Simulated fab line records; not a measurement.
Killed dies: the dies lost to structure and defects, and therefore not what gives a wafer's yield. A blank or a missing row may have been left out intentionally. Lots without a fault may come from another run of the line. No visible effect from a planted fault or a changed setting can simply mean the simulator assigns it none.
fab line records | flow gf180mcu
record lots=14 | wafers=42 | lastDay=34
route steps=602 shown M1@332 M2@368
lots that met no fault: taken from a fault-free run of the same line
startH: hours from the record's first day to the start of the lot's first wafer shown | waitH: hours since the lot's step before | " the same as in the row above | L1.1+2: a single row standing in for several wafers | - no value present, or no start provided | * or withheld: withheld | < > ~ a bound
route shown NAME@n: NAME is a module with steps in the file, n the number in the route of the first one | usual: average and standard deviation across the fault-free wafers | same: alike in all rows | chamber/n: place in a boat | sites: the reading at each site | _std_site: the standard deviation of these | _edge_site: inner sites' mean taken away from outer sites' mean | radiusMm: for every site, how far away it sits from the centre of the wafer | mask NAME#n: copy n | behind: the last tool/chamber to shape the wafer | hold: reason for holding the lot/hours on hold/outcome of the hold | device: the n, p or np transistor that did not switch | end of line: the same wafers' tests at the end of the route | a step given without rows: its recipe and nothing more | killed: dies lost to structure and defects at the first sort, not the wafer's yield | map: a wafer's dies, marking killed ones x, the rest . and places with no die _
set.NAME: the setting that was run; set.NAME@STEP: the one run at that earlier step | model.NAME: the simulator's own value behind a step, which no gauge read
route steps across a sampled set of lots; one table per step, one row per wafer
services: the hour from which a tool's chamber was out of use, counted from the record's first day as startH (under 0 if before that day), plus the number of hours and why
## steps
# step GF_M1_STRIP_17
# recipe chemistry=O2/N2 | powerW=1400 | pressureMtorr=1500 | platenTempC=250 | o2FlowSccm=3000 | n2FlowSccm=300 | overashFraction=0.5
# usual drypumpMotorCurrentA=5.7/0.44 | heaterPowerW=339/33 | oesProductAu=0.557/0.0049 | stripTimeToEndpointS=7.86/0.048
# same overashFraction=0.5
lot.wafer | tool           | chamber | startH | waitH | drypumpMotorCurrentA | heaterPowerW | oesProductAu | rfHoursCounterH | stripTimeToEndpointS
L876.2    | plasmaAsher-02 | 1       | 384.39 | 0.1   | 5.5                  | 330          | 0.567        | 68              | 7.91
L876.5    | "              | 1       | "      | "     | 5.6                  | 328          | 0.555        | -               | 7.86
L876.6    | "              | 0       | "      | "     | 6.0                  | 311          | 0.549        | -               | 7.95
L878.2    | plasmaAsher-02 | 1       | 400.87 | 0.1   | 5.5                  | 334          | 0.556        | 71              | 7.85
L878.5    | "              | 0       | "      | "     | 6.0                  | 320          | 0.559        | -               | 7.88
L878.6    | "              | 1       | "      | "     | 5.5                  | 333          | 0.559        | -               | 7.87
L880.2    | plasmaAsher-04 | 0       | 420.85 | 0.1   | 6.5                  | 326          | 0.562        | 82              | 7.95
L880.3    | "              | 1       | "      | "     | 5.3                  | 312          | 0.560        | -               | 7.86
L880.5    | "              | 0       | "      | "     | 6.5                  | 330          | 0.560        | -               | 7.91
L882.2    | plasmaAsher-04 | 1       | 440.54 | 0.1   | 5.3                  | 304          | 0.558        | 84              | 7.87
L882.5    | "              | 0       | "      | "     | 6.6                  | 334          | 0.560        | -               | 7.83
L882.6    | "              | 1       | "      | "     | 5.3                  | 301          | 0.559        | -               | 7.82
L883.1    | plasmaAsher-02 | 1       | 448.78 | 0.1   | 5.6                  | 338          | 0.561        | 2               | 7.83
L883.2    | "              | 0       | "      | "     | 6.1                  | 306          | 0.554        | 2               | 7.84
L883.6    | "              | 0       | "      | "     | 6.1                  | 313          | 0.556        | -               | 7.84
L884.1    | plasmaAsher-04 | 0       | 456.53 | 0.1   | 6.5                  | 324          | 0.562        | 86              | 7.88
L884.2    | "              | 1       | "      | "     | 5.3                  | 298          | 0.565        | 86              | 7.90
L884.5    | "              | 0       | "      | "     | 6.5                  | 326          | 0.558        | -               | 7.89
L886.3    | plasmaAsher-02 | 0       | 477.90 | 0.1   | 6.1                  | 306          | 0.553        | -               | 7.84
L886.4    | "              | 1       | "      | "     | 5.6                  | 326          | 0.550        | -               | 7.86
L886.6    | "              | 1       | "      | "     | 5.6                  | 329          | 0.556        | -               | 7.91
L887.2    | plasmaAsher-03 | 1       | 488.18 | 0.1   | 5.8                  | 377          | 0.565        | 40              | 7.96
L887.3    | "              | 0       | "      | "     | 5.3                  | 387          | 0.564        | -               | 7.90
L887.5    | "              | 0       | "      | "     | 5.3                  | 397          | 0.558        | -               | 7.93
L888.1    | plasmaAsher-02 | 1       | 492.23 | 0.1   | 5.6                  | 336          | 0.552        | 7               | 7.91
L888.3    | "              | 0       | "      | "     | 6.1                  | 308          | 0.550        | -               | 7.88
L888.6    | "              | 0       | "      | "     | 6.1                  | 309          | 0.554        | -               | 7.93
L889.1    | plasmaAsher-03 | 0       | 499.42 | 0.1   | 5.3                  | 396          | 0.565        | 41              | 7.94
L889.3    | "              | 0       | "      | "     | 5.3                  | 392          | 0.554        | -               | 7.83
L889.6    | "              | 0       | "      | "     | 5.3                  | 388          | 0.563        | -               | 7.96
L891.1    | plasmaAsher-04 | 0       | 516.97 | 0.1   | 6.6                  | 331          | 0.562        | 92              | 7.84
L891.3    | "              | 0       | "      | "     | 6.6                  | 321          | 0.552        | -               | 7.82
L891.4    | "              | 1       | "      | "     | 5.3                  | 296          | 0.566        | -               | 7.85
L897.1    | plasmaAsher-04 | 0       | 568.82 | 0.1   | 6.5                  | 326          | 0.557        | 98              | 7.82
L897.3    | "              | 0       | "      | "     | 6.5                  | 326          | 0.548        | -               | 7.75
L897.4    | "              | 1       | "      | "     | 5.3                  | 299          | 0.553        | -               | 7.81
L896.1    | plasmaAsher-03 | 1       | 570.93 | 0.2   | 5.7                  | 375          | 0.563        | 49              | 7.88
L896.5    | "              | 1       | "      | "     | 5.7                  | 378          | 0.555        | -               | 7.85
L896.6    | "              | 0       | "      | "     | 5.2                  | 394          | 0.550        | -               | 7.84
L899.3    | plasmaAsher-02 | 0       | 580.17 | 0.1   | 6.1                  | 315          | 0.548        | -               | 7.80
L899.4    | "              | 1       | "      | "     | 5.5                  | 335          | 0.559        | -               | 7.89
L899.6    | "              | 1       | "      | "     | 5.5                  | 326          | 0.545        | -               | 7.85
# step GF_M2_THK_MEAS_06
# recipe thkMeasGauge=xrf | reads=AlCu_of_M2_SPUTTER_02
# usual M2_ALCU_THK=455/4.7
lot.wafer | tool         | chamber | startH | waitH | M2_ALCU_THK[nm]
L876.2    | filmMetro-04 | -       | 410.20 | 0.1   | 455
L876.5    | "            | -       | "      | "     | 454
L876.6    | "            | -       | "      | "     | 455
L878.2    | filmMetro-01 | -       | 428.27 | 0.1   | 453
L878.5    | "            | -       | "      | "     | 460
L878.6    | "            | -       | "      | "     | 452
L880.2    | filmMetro-03 | -       | 448.21 | 0.1   | 457
L880.3    | "            | -       | "      | "     | 451
L880.5    | "            | -       | "      | "     | 460
L882.2    | filmMetro-04 | -       | 468.23 | 0.1   | 457
L882.5    | "            | -       | "      | "     | 451
L882.6    | "            | -       | "      | "     | 457
L883.1    | filmMetro-03 | -       | 476.28 | 0.1   | 459
L883.2    | "            | -       | "      | "     | 456
L883.6    | "            | -       | "      | "     | 455
L884.1    | filmMetro-01 | -       | 483.57 | 0.1   | 456
L884.2    | "            | -       | "      | "     | 455
L884.5    | "            | -       | "      | "     | 454
L886.3    | filmMetro-04 | -       | 504.83 | 0.1   | 451
L886.4    | "            | -       | "      | "     | 444
L886.6    | "            | -       | "      | "     | 444
L887.2    | filmMetro-01 | -       | 514.80 | 0.1   | 457
L887.3    | "            | -       | "      | "     | 464
L887.5    | "            | -       | "      | "     | 463
L888.1    | filmMetro-01 | -       | 518.54 | 0.1   | 466
L888.3    | "            | -       | "      | "     | 455
L888.6    | "            | -       | "      | "     | 467
L889.1    | filmMetro-01 | -       | 526.00 | 0.1   | 454
L889.3    | "            | -       | "      | "     | 454
L889.6    | "            | -       | "      | "     | 452
L891.1    | filmMetro-01 | -       | 543.27 | 0.1   | 453
L891.3    | "            | -       | "      | "     | 454
L891.4    | "            | -       | "      | "     | 451
L897.1    | filmMetro-01 | -       | 593.47 | 0.1   | 459
L897.3    | "            | -       | "      | "     | 462
L897.4    | "            | -       | "      | "     | 456
L896.1    | filmMetro-03 | -       | 595.78 | 0.1   | 452
L896.5    | "            | -       | "      | "     | 450
L896.6    | "            | -       | "      | "     | 449
L899.3    | filmMetro-01 | -       | 604.84 | 0.1   | 457
L899.4    | "            | -       | "      | "     | 462
L899.6    | "            | -       | "      | "     | 467
# step GF_M2_EXPOSE_11
# recipe maskId=Metal2 | targetCdNm=280 | na=0.68 | sourceShape=conventional | sigmaOuter=0.6 | doseMj=28
# usual exposureDoseMJCm2=27.996/0.03 | focusOffsetNm=0.0/0.53
lot.wafer | tool          | chamber | startH | waitH | mask     | exposureDoseMJCm2 | focusOffsetNm
L876.2    | krfScanner-02 | 0       | 422.42 | -     | Metal2#0 | 27.996            | 0.5
L876.5    | "             | 0       | "      | "     | Metal2#0 | 27.978            | -0.6
L876.6    | "             | 0       | "      | "     | Metal2#0 | 28.038            | 0.7
L878.2    | krfScanner-02 | 0       | 440.30 | -     | Metal2#0 | 28.025            | 0.7
L878.5    | "             | 0       | "      | "     | Metal2#0 | 28.012            | -0.2
L878.6    | "             | 0       | "      | "     | Metal2#0 | 28.038            | -0.4
L880.2    | krfScanner-01 | 0       | 459.66 | -     | Metal2#0 | 28.000            | 0.4
L880.3    | "             | 0       | "      | "     | Metal2#0 | 27.978            | 0.8
L880.5    | "             | 0       | "      | "     | Metal2#0 | 27.972            | 1.0
L882.2    | krfScanner-01 | 0       | 480.57 | -     | Metal2#0 | 27.945            | 0.1
L882.5    | "             | 0       | "      | "     | Metal2#0 | 28.023            | 0.2
L882.6    | "             | 0       | "      | "     | Metal2#0 | 27.951            | 0.8
L883.1    | krfScanner-02 | 0       | 488.28 | -     | Metal2#0 | 27.983            | 0.3
L883.2    | "             | 0       | "      | "     | Metal2#0 | 28.029            | 0.3
L883.6    | "             | 0       | "      | "     | Metal2#0 | 28.020            | 0.2
L884.1    | krfScanner-02 | 0       | 495.36 | -     | Metal2#0 | 28.032            | -0.4
L884.2    | "             | 0       | "      | "     | Metal2#0 | 28.020            | -0.1
L884.5    | "             | 0       | "      | "     | Metal2#0 | 27.996            | -0.1
L886.3    | krfScanner-02 | 0       | 515.44 | -     | Metal2#0 | 28.051            | 0.4
L886.4    | "             | 0       | "      | "     | Metal2#0 | 28.008            | 0.5
L886.6    | "             | 0       | "      | "     | Metal2#0 | 28.071            | 0.7
L887.2    | krfScanner-02 | -       | 526.38 | -     | Metal2#0 | -                 | -
L887.3    | "             | -       | "      | "     | Metal2#0 | -                 | -
L887.5    | "             | -       | "      | "     | Metal2#0 | -                 | -
L888.1    | krfScanner-01 | -       | 530.58 | -     | Metal2#0 | -                 | -
L888.3    | "             | -       | "      | "     | Metal2#0 | -                 | -
L888.6    | "             | -       | "      | "     | Metal2#0 | -                 | -
L889.1    | krfScanner-02 | 0       | 536.63 | -     | Metal2#0 | 28.007            | 0.1
L889.3    | "             | 0       | "      | "     | Metal2#0 | 27.954            | -0.1
L889.6    | "             | 0       | "      | "     | Metal2#0 | 28.000            | 0.0
L891.1    | krfScanner-02 | 0       | 554.53 | -     | Metal2#0 | 27.941            | 0.1
L891.3    | "             | 0       | "      | "     | Metal2#0 | 27.985            | 0.5
L891.4    | "             | 0       | "      | "     | Metal2#0 | 27.977            | 1.0
L897.1    | krfScanner-01 | 0       | 603.93 | -     | Metal2#0 | 27.999            | -0.6
L897.3    | "             | 0       | "      | "     | Metal2#0 | 28.015            | 0.1
L897.4    | "             | 0       | "      | "     | Metal2#0 | 28.070            | -0.8
L896.1    | krfScanner-01 | 0       | 605.16 | -     | Metal2#0 | 28.037            | 0.1
L896.5    | "             | 0       | "      | "     | Metal2#0 | 28.015            | 0.0
L896.6    | "             | 0       | "      | "     | Metal2#0 | 28.028            | 0.8
L899.3    | krfScanner-01 | 0       | 615.58 | -     | Metal2#0 | 27.972            | 0.5
L899.4    | "             | 0       | "      | "     | Metal2#0 | 27.965            | 0.0
L899.6    | "             | 0       | "      | "     | Metal2#0 | 28.057            | 0.9
# step GF_M2_OVL_MEAS_15
# usual M2_OVL=4/5.5
lot.wafer | tool       | chamber | startH | waitH | M2_OVL[nm]
L876.2    | overlay-02 | -       | 433.68 | 0.1   | 0
L876.5    | "          | -       | "      | "     | 7
L876.6    | "          | -       | "      | "     | 4
L878.2    | overlay-02 | -       | 452.78 | 0.1   | -1
L878.5    | "          | -       | "      | "     | -1
L878.6    | "          | -       | "      | "     | -6
L880.2    | overlay-01 | -       | 472.08 | 0.1   | 4
L880.3    | "          | -       | "      | "     | 0
L880.5    | "          | -       | "      | "     | 0
L882.2    | overlay-02 | -       | 491.93 | 0.1   | 0
L882.5    | "          | -       | "      | "     | 3
L882.6    | "          | -       | "      | "     | -5
L883.1    | overlay-01 | -       | 500.32 | 0.1   | 1
L883.2    | "          | -       | "      | "     | -1
L883.6    | "          | -       | "      | "     | -4
L884.1    | overlay-01 | -       | 507.03 | 0.1   | 4
L884.2    | "          | -       | "      | "     | 0
L884.5    | "          | -       | "      | "     | 4
L886.3    | overlay-02 | -       | 526.84 | 0.1   | -4
L886.4    | "          | -       | "      | "     | -3
L886.6    | "          | -       | "      | "     | -1
L887.2    | overlay-01 | -       | 537.23 | 0.1   | -
L887.3    | "          | -       | "      | "     | -
L887.5    | "          | -       | "      | "     | -
L888.1    | overlay-01 | -       | 541.98 | 0.1   | -
L888.3    | "          | -       | "      | "     | -
L888.6    | "          | -       | "      | "     | -
L889.1    | overlay-02 | -       | 548.34 | 0.1   | 7
L889.3    | "          | -       | "      | "     | 6
L889.6    | "          | -       | "      | "     | 10
L891.1    | overlay-02 | -       | 565.77 | 0.1   | 11
L891.3    | "          | -       | "      | "     | 6
L891.4    | "          | -       | "      | "     | 6
L897.1    | overlay-01 | -       | 614.33 | 0.1   | 5
L897.3    | "          | -       | "      | "     | -1
L897.4    | "          | -       | "      | "     | 2
L896.1    | overlay-02 | -       | 615.88 | 0.1   | 4
L896.5    | "          | -       | "      | "     | 1
L896.6    | "          | -       | "      | "     | 1
L899.3    | overlay-02 | -       | 625.63 | 0.1   | 8
L899.4    | "          | -       | "      | "     | 10
L899.6    | "          | -       | "      | "     | 8
## services
tool           | chamber | startH | hours | kind
krfScanner-02  | -       | 366.17 | 0.7   | repair
plasmaAsher-04 | -       | 380.59 | 23.9  | repair
plasmaAsher-03 | -       | 385.28 | 7.6   | repair
krfScanner-01  | -       | 393.88 | 1.0   | repair
krfScanner-01  | -       | 418.60 | 1.3   | pm
plasmaAsher-02 | -       | 421.25 | 9.0   | pm
plasmaAsher-02 | 0       | 421.25 | 9.0   | ventCycle
plasmaAsher-02 | 1       | 421.25 | 9.0   | ventCycle
plasmaAsher-02 | 0       | 430.25 | -     | clean
plasmaAsher-02 | 1       | 430.25 | -     | clean
krfScanner-01  | -       | 444.04 | 1.0   | repair
krfScanner-02  | -       | 446.70 | 1.3   | pm
krfScanner-02  | -       | 448.21 | 1.0   | pm
plasmaAsher-04 | -       | 452.62 | 2.9   | repair
krfScanner-02  | -       | 480.75 | 7.2   | pm
krfScanner-01  | -       | 483.36 | 0.8   | repair
krfScanner-02  | -       | 489.86 | 0.8   | pm
krfScanner-01  | -       | 515.63 | 1.0   | pm
krfScanner-01  | -       | 522.69 | 0.8   | pm
plasmaAsher-04 | -       | 572.04 | 1.2   | repair
krfScanner-01  | -       | 572.14 | 0.6   | repair
krfScanner-01  | -       | 582.75 | 4.0   | pm
plasmaAsher-03 | -       | 589.12 | 0.8   | repair
krfScanner-01  | -       | 594.50 | 1.3   | pm
## key
firstSign step=GF_M2_EXPOSE_11 | reading=toolRecord | direction=missing
effect none on later readings
metAt GF_M2_EXPOSE_11
struckLots L887,L888
laterRowsLeftOut L887.2,L887.3,L887.5,L888.1,L888.3,L888.6
sortLeftOut L887.2,L887.3,L887.5,L888.1,L888.3,L888.6
notActingAt GF_M1_STRIP_17,GF_M2_THK_MEAS_06,GF_M2_OVL_MEAS_15
onsetBetween 515.44 526.38
fault kind=skippedStepWhole | tool=krfScanner-01,krfScanner-02 | chamber=- | onsetH=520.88 | steps=GF_M2_EXPOSE_11 | scope=struckLotsOnly
# sortLeftOut: the simulated sort isn't trusted on such a fault, so these wafers' sort isn't shown, and their yield isn't known
# laterRowsLeftOut: the simulator's readings of these wafers behind a module that went badly wrong aren't trusted and aren't shown, but for the sort
